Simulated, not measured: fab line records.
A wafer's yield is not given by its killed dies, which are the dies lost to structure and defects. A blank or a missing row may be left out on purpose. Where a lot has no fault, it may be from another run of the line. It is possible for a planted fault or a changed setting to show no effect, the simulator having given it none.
2 desks looking at one fault	flow sky130	each desk holds nothing but its own numbers, with what lay behind them at the end

AT THE METROLOGY DESK
What the gauges read for every lot (on any tool): the sampled wafers with a number, averaged. The brackets show how far a lot's mean lies from the usual mean; more than 4 standard deviations puts the lot out of limits, marked OUT.
Columns: A = cdNm at SKY_FIELD_ISO_CD_MEAS_13, usual 150.0 nm; B = NWELL_OXIDATION_THK at SKY_NWELL_THK_MEAS_02, usual 9.98 nm; C = NWELL_00_OVL at SKY_NWELL_OVL_MEAS_10, usual 0.0 nm
lot	first seen here	A	B	C
L481	day 2 08:12	152.7	9.66	-1.1
L483	day 2 17:25	149.4	10.06	-0.2
L484	day 2 21:25	149.0	9.92	0.3
L485	day 3 05:47	152.0	9.84	-0.4
L486	day 3 11:13	149.5	10.01	0.5
L487	day 3 14:55	149.3	10.18	1.7
L488	day 3 23:02	148.9	10.08	1.3
L490	day 4 06:54	150.1	9.74	1.8
L491	day 4 08:59	152.6	10.20	0.9
L492	day 4 12:44	149.3	9.62	-0.1
L503	day 7 02:05	150.7	9.99	-0.3
L504	day 7 06:11	150.5	10.19	-1.6
This desk found nothing out of limits on any of the 12 lots.

DESK OF THE TOOL OWNER: lithoTrack-04
The tool's own readings at SKY_FIELD_ISO_PEB_11, given as means over the sampled wafers that have a number, one for each lot that went through this tool. The brackets show how far a lot's mean lies from the usual mean; more than 4 standard deviations puts the lot out of limits, marked OUT.
Columns: A = exhaustPa at SKY_FIELD_ISO_PEB_11, usual 45.0 Pa
lot	first seen here	A
L485	day 3 05:00	44.7
L487	day 3 14:00	44.2
L490	day 4 06:00	45.4
L492	day 4 12:00	45.4
L503	day 7 01:00	44.9
This desk found nothing out of limits on any of the 5 lots.

PUT TOGETHER
Nothing out of limits was seen by the metrology desk.
Nothing out of limits was seen by the tool owner's desk.

WHAT THE SIMULATOR HAD PUT IN
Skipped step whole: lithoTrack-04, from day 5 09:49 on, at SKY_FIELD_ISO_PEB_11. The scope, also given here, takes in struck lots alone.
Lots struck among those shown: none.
